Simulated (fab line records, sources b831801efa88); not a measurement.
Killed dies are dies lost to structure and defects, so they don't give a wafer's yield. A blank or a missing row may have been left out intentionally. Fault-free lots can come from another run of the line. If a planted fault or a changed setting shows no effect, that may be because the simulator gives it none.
Which tool did it? || flow sky130 || 13 lots with 39 wafers sampled at 2 steps, on a route of 708 steps

## WHAT THE GAUGES SHOWED, per wafer
SKY_GATE_OXIDE_TW_MEAS_14.
{"lot": "L969", "measured": "day 14 00:28", "on": "film_metro-02", "GATE_OXIDE_TW": "223.1 223.4 222.5"}
{"lot": "L968", "measured": "day 14 02:10", "on": "film_metro-04", "GATE_OXIDE_TW": "220.3 221.5 222.1"}
{"lot": "L970", "measured": "day 14 09:07", "on": "film_metro-02", "GATE_OXIDE_TW": "222.6 223.0 222.4"}
{"lot": "L973", "measured": "day 15 16:47", "on": "film_metro-01", "GATE_OXIDE_TW": "224.1 224.7 223.2"}
{"lot": "L972", "measured": "day 15 17:37", "on": "film_metro-04", "GATE_OXIDE_TW": "218.9 219.5 218.9"}
{"lot": "L974", "measured": "day 15 20:17", "on": "film_metro-01", "GATE_OXIDE_TW": "224.6 224.0 224.1"}
{"lot": "L975", "measured": "day 16 02:55", "on": "film_metro-01", "GATE_OXIDE_TW": "221.2 223.0 221.9"}
{"lot": "L976", "measured": "day 16 15:12", "on": "film_metro-02", "GATE_OXIDE_TW": "224.3 223.9 224.2"}
{"lot": "L977", "measured": "day 17 02:56", "on": "film_metro-02", "GATE_OXIDE_TW": "222.3 221.5 221.8"}
{"lot": "L980", "measured": "day 17 20:00", "on": "film_metro-02", "GATE_OXIDE_TW": "222.0 223.1 221.7"}
{"lot": "L986", "measured": "day 20 08:28", "on": "film_metro-04", "GATE_OXIDE_TW": "220.3 221.3 220.2"}
{"lot": "L985", "measured": "day 20 10:43", "on": "film_metro-01", "GATE_OXIDE_TW": "222.5 224.0 224.3"}
{"lot": "L988", "measured": "day 20 19:22", "on": "film_metro-01", "GATE_OXIDE_TW": "223.3 222.3 223.3"}

SKY_POLY_GATE_OVL_MEAS_14.
{"lot": "L969", "measured": "day 16 12:27", "on": "overlay-01", "POLY_GATE_OVL (nm)": "-7 -8 -9"}
{"lot": "L968", "measured": "day 16 14:14", "on": "overlay-01", "POLY_GATE_OVL (nm)": "0 10 -2"}
{"lot": "L970", "measured": "day 17 00:40", "on": "overlay-01", "POLY_GATE_OVL (nm)": "3 -2 7"}
{"lot": "L973", "measured": "day 18 07:26", "on": "overlay-01", "POLY_GATE_OVL (nm)": "1 4 -4"}
{"lot": "L972", "measured": "day 18 10:02", "on": "overlay-02", "POLY_GATE_OVL (nm)": "-6 -6 -8"}
{"lot": "L974", "measured": "day 18 10:24", "on": "overlay-01", "POLY_GATE_OVL (nm)": "12 2 1"}
{"lot": "L975", "measured": "day 18 16:57", "on": "overlay-01", "POLY_GATE_OVL (nm)": "0 4 4"}
{"lot": "L976", "measured": "day 19 10:27", "on": "overlay-02", "POLY_GATE_OVL (nm)": "-8 -2 -1"}
{"lot": "L977", "measured": "day 20 01:23", "on": "overlay-01", "POLY_GATE_OVL (nm)": "1 -1 -3"}
{"lot": "L980", "measured": "day 20 14:53", "on": "overlay-01", "POLY_GATE_OVL (nm)": "-1 2 7"}
{"lot": "L986", "measured": "day 23 02:25", "on": "overlay-02", "POLY_GATE_OVL (nm)": "1 -6 -3"}
{"lot": "L985", "measured": "day 23 05:21", "on": "overlay-02", "POLY_GATE_OVL (nm)": "-1 9 11"}
{"lot": "L988", "measured": "day 23 13:53", "on": "overlay-02", "POLY_GATE_OVL (nm)": "-2 -8 0"}

## WHAT TOOL EACH LOT RAN ON (gives the tool, then ch and the chambers of the sampled wafers, and finally the start)
Record: no process step prior to these readings.

## WHAT THE TOOLS THEMSELVES READ (means of the sampled wafers that have a number; where no wafer has one, the mark that the record gives instead)
The record holds no such reading with a usual standard deviation.

## THE ANSWER, worked out from the rows above alone
Rule: the lots themselves supply what counts as usual. The widest of any qualifying gaps counts: lots, ordered by their means at a reading, are off when they make up no more than a third of the lots, leave a main group of 4 or more, and stand apart from it by 3 or more times the standard deviation of that group's means. Not used: any main group whose means are identical at the precision the tables above print for the reading. Also off: a lot with no number at a reading for which 4 or more lots have one. Any other lot the step has rows for is counted as sound. Order of review: gauges by route order, followed by the tools' own readings, for which a lot's mean as printed above is used. At the first step where some lot is off, the reading lying furthest off is the one used; lots without a number count as furthest.
No lot is off at any reading shown: from this, nothing can be told.

## WHAT THE SIMULATOR PUT IN
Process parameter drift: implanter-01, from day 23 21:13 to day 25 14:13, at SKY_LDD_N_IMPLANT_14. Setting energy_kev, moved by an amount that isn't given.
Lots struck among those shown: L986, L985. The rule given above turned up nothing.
